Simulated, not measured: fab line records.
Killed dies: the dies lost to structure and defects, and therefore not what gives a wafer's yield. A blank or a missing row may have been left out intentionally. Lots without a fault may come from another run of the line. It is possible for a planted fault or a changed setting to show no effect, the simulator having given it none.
fab line records ; flow sky130
[record] lots = 13; wafers = 39; lastDay = 50
route steps=708 shown VT_ADJUST_HVTR@141 METAL4@600 CAP2M@605 PAD_OPEN@701
lots untouched by any fault: they come from a run of this same line in which no faults occurred
startH: hours from the record's first day to the start of the lot's first wafer shown ; waitH: time in hours since the lot's previous step ; " unchanged from the row above ; L1.1+2: one row covering several wafers at once ; - no value, or no start was given ; * or withheld: withheld ; < > ~ a bound
route shown NAME@n: NAME is a module with steps in the file, n the number in the route of the first one ; usual: the fault-free wafers' mean and standard deviation ; same: alike in all rows ; chamber/n: place in a boat ; sites: per-site readings ; _std_site: the standard deviation of these ; _edge_site: the outer-site mean with the inner-site mean subtracted ; radiusMm: how far each site lies from the wafer's centre ; mask NAME#n: copy n ; behind: the last tool/chamber to shape the wafer ; hold: reason for holding the lot/hours on hold/outcome of the hold ; device: transistor that didn't switch, given as n, p or np ; end of line: the same wafers' tests at the end of the route ; for a step that has no rows: nothing shown but its recipe ; killed: the dies lost at the first sort to structure and to defects; this is not the yield of the wafer ; map: a wafer's dies, marking killed ones x, the rest . and places with no die _
set.NAME: the run value of the setting; set.NAME@STEP: its run value at that earlier step ; model.NAME: the simulator's own value behind a step, which no gauge read
steps of the route over a sample of lots; a table a step, a row a wafer
services: the hour from which a tool's chamber was out of use, counted from the record's first day as startH (under 0 if before that day), plus the number of hours and why
[[steps]]
[step SKY_VT_ADJUST_HVTR_STRIP_10]
[recipe] chemistry = O2/N2; powerW = 1400; pressureMtorr = 1500; platenTempC = withheld; o2FlowSccm = 3000; n2FlowSccm = 300; overashFraction = 0.5
[usual] drypumpMotorCurrentA = 5.6/0.44; oesProductAu = 0.716/0.004; stripTimeToEndpointS = 14.16/0.042
lot.wafer;tool;chamber;startH;waitH;drypumpMotorCurrentA;oesProductAu;rfHoursCounterH;stripTimeToEndpointS
L877.1;plasmaAsher-02;0;200.65;0.1;5.8;0.727;36;14.16
L877.3;plasmaAsher-02;1;200.65;0.1;4.8;0.720;-;14.10
L877.6;plasmaAsher-02;0;200.65;0.1;5.7;0.721;-;14.18
L878.2;plasmaAsher-02;1;208.01;0.1;4.8;0.713;37;14.21
L878.3;plasmaAsher-02;1;208.01;0.1;4.8;0.714;-;14.17
L878.6;plasmaAsher-02;1;208.01;0.1;4.8;0.724;-;14.21
L880.2;plasmaAsher-02;1;224.51;0.1;4.8;0.715;39;14.21
L880.4;plasmaAsher-02;1;224.51;0.1;4.8;0.714;-;14.19
L880.6;plasmaAsher-02;1;224.51;0.1;4.8;0.712;-;14.19
L883.2;plasmaAsher-02;1;249.95;0.1;4.8;0.719;41;14.12
L883.5;plasmaAsher-02;0;249.95;0.1;5.9;0.716;-;14.09
L883.6;plasmaAsher-02;1;249.95;0.1;4.8;0.718;-;14.13
L885.1;plasmaAsher-01;1;261.83;0.1;5.6;0.713;14;14.19
L885.2;plasmaAsher-01;0;261.83;0.1;6.1;0.710;14;14.17
L885.3;plasmaAsher-01;1;261.83;0.1;5.6;0.721;-;14.19
L888.2;plasmaAsher-02;1;280.68;0.1;4.8;0.713;44;14.11
L888.3;plasmaAsher-02;1;280.68;0.1;4.8;0.716;-;14.15
L888.6;plasmaAsher-02;0;280.68;0.1;5.8;0.717;-;14.07
L892.1;plasmaAsher-03;1;321.01;0.1;5.4;0.711;62;14.17
L892.3;plasmaAsher-03;1;321.01;0.1;5.4;0.712;-;14.18
L892.5;plasmaAsher-03;0;321.01;0.1;6.0;0.719;-;14.18
L893.3;plasmaAsher-01;1;329.73;0.1;5.6;0.721;-;14.16
L893.5;plasmaAsher-01;0;329.73;0.1;6.1;0.722;-;14.20
L893.6;plasmaAsher-01;1;329.73;0.1;5.6;0.712;-;14.18
L894.2;plasmaAsher-03;0;338.23;0.1;6.0;0.714;63;14.15
L894.3;plasmaAsher-03;0;338.23;0.1;6.0;0.722;-;14.18
L894.5;plasmaAsher-03;1;338.23;0.1;5.5;0.726;-;14.14
L895.2;plasmaAsher-01;0;345.81;0.1;6.1;0.716;22;14.16
L895.3;plasmaAsher-01;0;345.81;0.1;6.1;0.711;-;14.10
L895.6;plasmaAsher-01;0;345.81;0.1;6.1;0.711;-;14.15
L898.2;plasmaAsher-01;0;361.03;0.1;6.1;0.719;24;14.16
L898.4;plasmaAsher-01;1;361.03;0.1;5.6;0.712;-;14.18
L898.5;plasmaAsher-01;0;361.03;0.1;6.1;0.718;-;14.15
L900.1;plasmaAsher-02;1;370.06;0.1;4.8;0.713;53;14.18
L900.3;plasmaAsher-02;0;370.06;0.1;5.8;0.719;-;14.18
L900.6;plasmaAsher-02;1;370.06;0.1;4.8;0.722;-;14.16
L899.1;plasmaAsher-02;1;374.11;0.1;4.8;0.720;53;14.11
L899.5;plasmaAsher-02;0;374.11;0.1;5.7;0.713;-;14.10
L899.6;plasmaAsher-02;1;374.11;0.1;4.8;0.717;-;14.13
[step SKY_METAL4_SPUTTER_02]
[recipe] material = AlCu; targetThkNm = 735; powerW = 10600; timeS = 39.1; chamberPressurePa = 0.4
[usual] throttleValvePct = 29.9/1.5
lot.wafer;tool;chamber;startH;waitH;throttleValvePct
L877.1;pvdSputter-02;-;924.74;0.0;30.7
L877.3;pvdSputter-02;-;924.74;0.0;30.0
L877.6;pvdSputter-02;-;924.74;0.0;33.6
L878.2;pvdSputter-04;-;931.23;0.0;29.9
L878.3;pvdSputter-04;-;931.23;0.0;29.5
L878.6;pvdSputter-04;-;931.23;0.0;27.8
L880.2;pvdSputter-03;-;951.15;0.0;28.4
L880.4;pvdSputter-03;-;951.15;0.0;30.8
L880.6;pvdSputter-03;-;951.15;0.0;30.8
L883.2;pvdSputter-03;-;976.04;0.0;31.6
L883.5;pvdSputter-03;-;976.04;0.0;29.1
L883.6;pvdSputter-03;-;976.04;0.0;31.5
L885.1;pvdSputter-04;-;986.08;0.0;29.7
L885.2;pvdSputter-04;-;986.08;0.0;30.1
L885.3;pvdSputter-04;-;986.08;0.0;29.5
L888.2;pvdSputter-04;-;1003.21;0.0;29.4
L888.3;pvdSputter-04;-;1003.21;0.0;29.6
L888.6;pvdSputter-04;-;1003.21;0.0;27.6
L892.1;pvdSputter-04;-;1039.90;0.0;29.7
L892.3;pvdSputter-04;-;1039.90;0.0;29.7
L892.5;pvdSputter-04;-;1039.90;0.0;29.5
L893.3;pvdSputter-03;-;1046.52;0.0;28.4
L893.5;pvdSputter-03;-;1046.52;0.0;28.6
L893.6;pvdSputter-03;-;1046.52;0.0;30.5
L894.2;pvdSputter-02;-;1059.74;0.0;30.1
L894.3;pvdSputter-02;-;1059.74;0.0;30.9
L894.5;pvdSputter-02;-;1059.74;0.0;30.9
L895.2;pvdSputter-02;-;1061.05;0.0;29.5
L895.3;pvdSputter-02;-;1061.05;0.0;30.2
L895.6;pvdSputter-02;-;1061.05;0.0;31.0
L898.2;pvdSputter-02;-;1073.25;0.0;30.9
L898.4;pvdSputter-02;-;1073.25;0.0;30.4
L898.5;pvdSputter-02;-;1073.25;0.0;30.0
L900.1;pvdSputter-04;-;1078.53;0.0;29.6
L900.3;pvdSputter-04;-;1078.53;0.0;27.3
L900.6;pvdSputter-04;-;1078.53;0.0;27.4
L899.1;pvdSputter-02;-;1081.06;0.0;33.4
L899.5;pvdSputter-02;-;1081.06;0.0;30.1
L899.6;pvdSputter-02;-;1081.06;0.0;33.4
[step SKY_CAP2M_SPUTTER_02]
[recipe] material = TiN; targetThkNm = 200; tempC = 300; powerW = 6500; timeS = 166.7; chamberPressurePa = 0.4
[usual] throttleValvePct = 30.3/1.2
lot.wafer;tool;chamber;startH;waitH;throttleValvePct
L877.1;pvdSputter-01;-;924.93;0.1;29.3
L877.3;pvdSputter-01;-;924.93;0.1;31.2
L877.6;pvdSputter-01;-;924.93;0.1;31.1
L878.2;pvdSputter-02;-;931.42;0.0;30.6
L878.3;pvdSputter-02;-;931.42;0.0;30.0
L878.6;pvdSputter-02;-;931.42;0.0;30.8
L880.2;pvdSputter-01;-;951.34;0.0;29.8
L880.4;pvdSputter-01;-;951.34;0.0;31.1
L880.6;pvdSputter-01;-;951.34;0.0;29.9
L883.2;pvdSputter-01;-;976.22;0.0;31.2
L883.5;pvdSputter-01;-;976.22;0.0;31.3
L883.6;pvdSputter-01;-;976.22;0.0;29.5
L885.1;pvdSputter-01;-;986.27;0.1;31.2
L885.2;pvdSputter-01;-;986.27;0.1;30.0
L885.3;pvdSputter-01;-;986.27;0.1;29.3
L888.2;pvdSputter-02;-;1003.40;0.0;33.7
L888.3;pvdSputter-02;-;1003.40;0.0;30.0
L888.6;pvdSputter-02;-;1003.40;0.0;30.3
L892.1;pvdSputter-02;-;1040.09;0.1;29.9
L892.3;pvdSputter-02;-;1040.09;0.1;31.0
L892.5;pvdSputter-02;-;1040.09;0.1;30.9
L893.3;pvdSputter-04;-;1046.71;0.0;27.5
L893.5;pvdSputter-04;-;1046.71;0.0;30.3
L893.6;pvdSputter-04;-;1046.71;0.0;27.4
L894.2;pvdSputter-01;-;1059.93;0.0;29.7
L894.3;pvdSputter-01;-;1059.93;0.0;31.2
L894.5;pvdSputter-01;-;1059.93;0.0;29.9
L895.2;pvdSputter-01;-;1061.24;0.0;29.7
L895.3;pvdSputter-01;-;1061.24;0.0;31.2
L895.6;pvdSputter-01;-;1061.24;0.0;31.3
L898.2;pvdSputter-01;-;1073.43;0.0;31.3
L898.4;pvdSputter-01;-;1073.43;0.0;29.5
L898.5;pvdSputter-01;-;1073.43;0.0;29.4
L900.1;pvdSputter-02;-;1078.72;0.1;30.0
L900.3;pvdSputter-02;-;1078.72;0.1;30.6
L900.6;pvdSputter-02;-;1078.72;0.1;30.7
L899.1;pvdSputter-04;-;1081.24;0.1;29.7
L899.5;pvdSputter-04;-;1081.24;0.1;30.0
L899.6;pvdSputter-04;-;1081.24;0.1;27.6
[step SKY_PAD_OPEN_ETCH_07]
[recipe] chemistry = CF4/O2; targetDepthNm = 725; stopOn = AlCu; sourceW = 800; biasW = 150; pressureMtorr = 150; cf4FlowSccm = 80; O2_flow_sccm = 10; timeS = 161.1
[usual] drypumpMotorCurrentA = 5.7/0.33; oesProductAu = 0.979/0.0083; throttleValvePct = 5.965/0.0091
lot.wafer;tool;chamber;startH;waitH;drypumpMotorCurrentA;oesProductAu;rfHoursCounterH;throttleValvePct
L877.1;rieDiel-03;0;1066.97;-;6.0;0.971;13;5.967
L877.3;rieDiel-03;2;1066.97;-;5.6;0.963;10;5.954
L877.6;rieDiel-03;1;1066.97;-;5.9;0.972;-;5.971
L878.2;rieDiel-03;1;1074.20;-;5.9;0.965;7;5.947
L878.3;rieDiel-03;0;1074.20;-;6.0;0.968;13;5.971
L878.6;rieDiel-03;2;1074.20;-;5.7;0.977;-;5.953
L880.2;rieDiel-02;3;1089.23;-;5.5;0.971;14;5.959
L880.4;rieDiel-02;0;1089.23;-;5.1;0.982;23;5.977
L880.6;rieDiel-02;0;1089.23;-;5.1;0.979;-;5.974
L883.2;rieDiel-03;2;1111.07;-;5.7;0.968;12;5.959
L883.5;rieDiel-03;0;1111.07;-;6.0;0.979;-;5.954
L883.6;rieDiel-03;2;1111.07;-;5.6;0.974;-;5.967
L885.1;rieDiel-02;2;1118.75;-;5.6;0.981;15;5.969
L885.2;rieDiel-02;3;1118.75;-;5.5;0.977;15;5.978
L885.3;rieDiel-02;0;1118.75;-;5.1;0.966;25;5.972
L888.2;rieDiel-02;1;1134.25;-;5.9;0.978;20;5.983
L888.3;rieDiel-02;2;1134.25;-;5.6;0.978;16;5.958
L888.6;rieDiel-02;3;1134.25;-;5.5;0.984;-;5.958
L892.1;rieDiel-03;1;1163.18;-;5.9;0.957;11;5.952
L892.3;rieDiel-03;0;1163.18;-;6.0;0.969;16;5.962
L892.5;rieDiel-03;0;1163.18;-;6.1;0.983;-;5.973
L893.3;rieDiel-02;1;1170.22;-;5.9;0.974;21;5.973
L893.5;rieDiel-02;0;1170.22;-;5.1;0.983;-;5.979
L893.6;rieDiel-02;3;1170.22;-;5.5;0.986;-;5.964
L894.2;rieDiel-02;0;1179.82;-;5.1;0.984;27;5.962
L894.3;rieDiel-02;2;1179.82;-;5.7;0.982;18;5.963
L894.5;rieDiel-02;2;1179.82;-;5.6;0.991;-;5.958
L895.2;rieDiel-03;2;1179.85;-;5.7;0.992;15;5.958
L895.3;rieDiel-03;0;1179.85;-;6.0;0.976;17;5.970
L895.6;rieDiel-03;2;1179.85;-;5.7;0.991;-;5.984
L898.2;rieDiel-02;1;1189.72;-;5.9;0.957;21;5.958
L898.4;rieDiel-02;0;1189.72;-;5.1;0.982;27;5.961
L898.5;rieDiel-02;3;1189.72;-;5.5;0.988;-;5.953
L900.1;rieDiel-01;2;1193.07;-;5.4;0.979;22;5.965
L900.3;rieDiel-01;1;1193.07;-;5.7;0.993;10;5.962
L900.6;rieDiel-01;2;1193.07;-;5.4;0.984;-;5.975
L899.1;rieDiel-01;3;1195.17;-;6.7;0.984;20;5.977
L899.5;rieDiel-01;1;1195.17;-;5.7;0.987;-;5.960
L899.6;rieDiel-01;0;1195.17;-;5.7;0.981;-;5.951
[step SKY_PAD_OPEN_PROBE_99]
[usual] killed_at_M0_to_M3 = 44/7.3; killed_at_M4_up = 3.1/1.6; killedAtContacts = 24/5.4; killedAtFrontEnd = 15/4; killedAtOther = 0.2/0.49; killedDies = 86/10; killedOpen = 48/7.3; killedShort = 38/6.3
[same] grossDies = 492; killedAtBackSide = 0
lot.wafer;tool;chamber;startH;waitH;killed_at_M0_to_M3;killed_at_M4_up;killedAtContacts;killedAtFrontEnd;killedAtOther;killedDies;killedOpen;killedShort
L883.2;prober-02;-;1113.47;0.1;32;1;10;48;1;92;32;25
L883.5;prober-02;-;1113.62;0.2;41;2;26;52;0;121;52;29
L883.6;prober-02;-;1113.67;0.2;42;5;31;48;0;126;56;40
L888.2;prober-01;-;1136.65;0.1;35;4;28;44;0;111;38;40
L888.3;prober-01;-;1136.70;0.2;46;4;22;48;1;121;57;30
L888.6;prober-01;-;1136.85;0.2;45;1;21;51;0;118;48;34
// killed by level:class
L883.2 VT_ADJUST_HVTR:unspecified=35 VIA1:geometricParticle:open=9 FIELD_ISO:geometricParticle:open=7 LI_CONTACT:geometricParticle:open=4 VIA1:geometricParticle:short=4 METAL3:geometricParticle:short=4 LI_CONTACT:geometricParticle:short=3 CONTACT:geometricParticle:open=3
L883.5 VT_ADJUST_HVTR:unspecified=40 VIA1:geometricParticle:open=12 CONTACT:geometricParticle:open=8 VIA2:geometricParticle:open=7 VIA3:geometricParticle:open=7 LI_CONTACT:geometricParticle:open=6 CONTACT:geometricParticle:short=4 METAL3:geometricParticle:short=4
L883.6 VT_ADJUST_HVTR:unspecified=30 VIA2:geometricParticle:open=12 LI_CONTACT:geometricParticle:open=11 VIA1:geometricParticle:open=11 CONTACT:geometricParticle:open=8 FIELD_ISO:geometricParticle:short=6 POLY_GATE:geometricParticle:open=6 CONTACT:geometricParticle:short=6
L888.2 VT_ADJUST_HVTR:unspecified=33 VIA1:geometricParticle:open=10 LI_CONTACT:geometricParticle:open=7 CONTACT:geometricParticle:short=7 CONTACT:geometricParticle:open=6 LI_CONTACT:geometricParticle:short=4 POLY_GATE:geometricParticle:short=4 METAL1:geometricParticle:short=4
L888.3 VT_ADJUST_HVTR:unspecified=34 VIA1:geometricParticle:open=14 CONTACT:geometricParticle:open=10 VIA3:geometricParticle:open=7 VIA3:geometricParticle:short=6 FIELD_ISO:geometricParticle:open=4 LI_CONTACT:geometricParticle:open=4 VIA2:geometricParticle:open=4
L888.6 VT_ADJUST_HVTR:unspecified=36 VIA1:geometricParticle:open=12 CONTACT:geometricParticle:open=10 VIA2:geometricParticle:open=7 POLY_GATE:geometricParticle:open=6 METAL1:geometricParticle:short=5 VIA2:geometricParticle:short=5 POLY_GATE:geometricParticle:short=4
[[services]]
tool;chamber;startH;hours;kind
pvdSputter-04;-;194.58;0.5;repair
rieDiel-02;0;208.70;4.7;repair
rieDiel-02;0;223.77;4.0;repair
plasmaAsher-02;-;226.23;2.9;repair
pvdSputter-04;-;229.25;1.7;repair
pvdSputter-02;-;272.21;1.6;repair
plasmaAsher-02;-;339.43;4.0;repair
pvdSputter-02;-;417.94;0.8;repair
pvdSputter-02;-;482.28;7.9;repair
pvdSputter-01;-;490.42;5.8;repair
plasmaAsher-02;-;600.78;2.1;repair
pvdSputter-04;-;651.79;2.8;repair
pvdSputter-01;-;691.96;24.5;repair
pvdSputter-04;-;727.11;4.1;repair
plasmaAsher-02;-;784.55;1.7;repair
pvdSputter-02;-;802.46;1.1;repair
pvdSputter-02;-;803.03;1.2;repair
pvdSputter-02;-;811.89;4.4;repair
pvdSputter-01;-;841.57;7.9;repair
pvdSputter-02;-;935.83;12.5;repair
pvdSputter-02;-;1027.40;8.6;repair
plasmaAsher-02;-;1055.25;9.0;pm
pvdSputter-04;-;1055.98;5.3;repair
pvdSputter-04;-;1091.96;14.1;repair
[[key]]
[firstSign] step = SKY_PAD_OPEN_PROBE_99; reading = killedAtFrontEnd; direction = up; sigmas = 8.4; usual = 15; struck = 48
[effect] step = SKY_PAD_OPEN_PROBE_99; reading = killedDies; direction = up; sigmas = 2.9; usual = 86; struck = 115
metAt SKY_VT_ADJUST_HVTR_STRIP_10
struckLots L883,L888
testerLeftOut L883,L888
notActingAt SKY_METAL4_SPUTTER_02,SKY_CAP2M_SPUTTER_02,SKY_PAD_OPEN_ETCH_07
onsetBetween 224.51 249.95
[fault] kind = chamberParticleSource; tool = plasmaAsher-02; chamber = -; onsetH = 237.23; steps = SKY_VT_ADJUST_HVTR_STRIP_10; ratePerVisitCm2 = 0.39634; endH = 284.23
// testerLeftOut: of these lots the tester's yield and bins aren't shown, on N5 and GAA mostly nor the transistor test; their killed dies are dies lost to structure and defects alone, not to doping, threshold or leakage, so they don't give the yield
